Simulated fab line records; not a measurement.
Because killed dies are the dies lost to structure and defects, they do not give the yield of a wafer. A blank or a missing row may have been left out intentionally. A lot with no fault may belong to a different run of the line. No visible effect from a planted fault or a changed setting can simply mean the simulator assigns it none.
Comparing a struck lot with a sound one | flow sky130 | 15 out of 708 route steps
Sound: wafers L936.1, L936.2, L936.5. Struck: wafers L926.3, L926.5, L926.6. The cause comes at the end.
At each step with rows: each side's tool, then ch and its chambers, then its first start. Under that, the readings that differ: sound wafers | struck wafers | difference of the means | sigmas: that difference in standard deviations of wafers without a fault.
alike: same words and numbers on both sides, and readings whose means sit less than 2 such deviations apart. not compared: any withheld reading, any reading some wafer has no value for, any bound like >300 that may hide the same value, and any number with overlapping values for which the record gives no deviation.
A row with sigmas, a row that says differs or no value, or rows on one side alone: a step with any of these is where the two part. Numbers that have no deviation but don't overlap get no sigmas and don't part them. A reading that every wafer of one side lacks parts them only if that side has two wafers or more.

SKY_VIA3_STRIP_16: strips in O2/N2.
  sound on plasma-asher-03 ch 0,1, day 45 18:54; struck on plasma-asher-02 ch 0,1, day 43 13:59
  alike: drypump-motor-current-A, oes-product-au, strip-time-to-endpoint-s
  not compared: rf-hours-counter-h
then, 3 steps without rows for these wafers: SKY_VIA3_STRIP_17 (strips in post etch residue remover, time 1200 s); SKY_VIA3_CLEAN_18 (cleans in IPA, time 180 s); SKY_VIA3_CLEAN_19 (cleans in O3/DIW).
SKY_VIA3_SPUTTER_20: material TiN, target thk 20 nm, time 80 s.
  sound on pvd-sputter-04, day 45 19:30; struck on pvd-sputter-02, day 43 14:32
  alike: throttle-valve-pct
SKY_VIA3_CVD_21: deposits W, target thk 390 nm, time 117.31 s.
  sound on cvd-w-01 ch 0,1, day 45 19:34; struck on cvd-w-02 ch 0,1, day 43 14:39
  alike: heater-power-w
SKY_VIA3_RS_MEAS_22: the measuring method here is four-point-probe.
  sound on film-metro-04, day 45 19:41; struck on film-metro-03, day 43 14:46
  alike: VIA3_W_RS
SKY_VIA3_THK_MEAS_23: measures by xrf.
  sound on film-metro-04, day 45 19:49; struck on film-metro-03, day 43 14:52
  reading         | sound       | struck      | difference | sigmas
  VIA3_W_THK (nm) | 402 397 396 | 376 382 377 | -20        | -2
then, 1 step without rows for these wafers: SKY_VIA3_CMP_24 (polishes, stops on SiO2, t overpolish 20 s, target thk 0 nm).
SKY_METAL4_SPUTTER_00: material Ti, target thk 15 nm, time 10 s.
  sound on pvd-sputter-01, day 45 20:10; struck on pvd-sputter-01, day 43 15:13
  alike: throttle-valve-pct
SKY_METAL4_SPUTTER_01: material TiN, target thk 20 nm, time 16.7 s.
  sound on pvd-sputter-01, day 45 20:11; struck on pvd-sputter-01, day 43 15:14
  alike: throttle-valve-pct
then, 1 step without rows for these wafers: SKY_METAL4_SPUTTER_02 (material AlCu, target thk 735 nm, time 39.1 s).
SKY_METAL4_SPUTTER_03: material Ti, target thk 5 nm, time 3.3 s.
  sound on pvd-sputter-01, day 45 20:15; struck on pvd-sputter-01, day 43 15:17
  reading                                   | sound             | struck            | difference | sigmas
  model.Ti_of_METAL4_SPUTTER_03.thk-nm (nm) | 5.328 4.843 5.358 | 9.787 9.599 9.829 | +4.562     |
  alike: throttle-valve-pct
then, 2 steps without rows for these wafers: SKY_METAL4_SPUTTER_04 (material TiN, target thk 70 nm, time 58.3 s); SKY_PAD_OPEN_PROBE_99.

## WHERE THEY PART
Only at SKY_VIA3_THK_MEAS_23, as far as this record shows. Later steps at which nothing parts them and some readings are alike: SKY_METAL4_SPUTTER_00, SKY_METAL4_SPUTTER_01, SKY_METAL4_SPUTTER_03.

WHY: what had been put in by the simulator
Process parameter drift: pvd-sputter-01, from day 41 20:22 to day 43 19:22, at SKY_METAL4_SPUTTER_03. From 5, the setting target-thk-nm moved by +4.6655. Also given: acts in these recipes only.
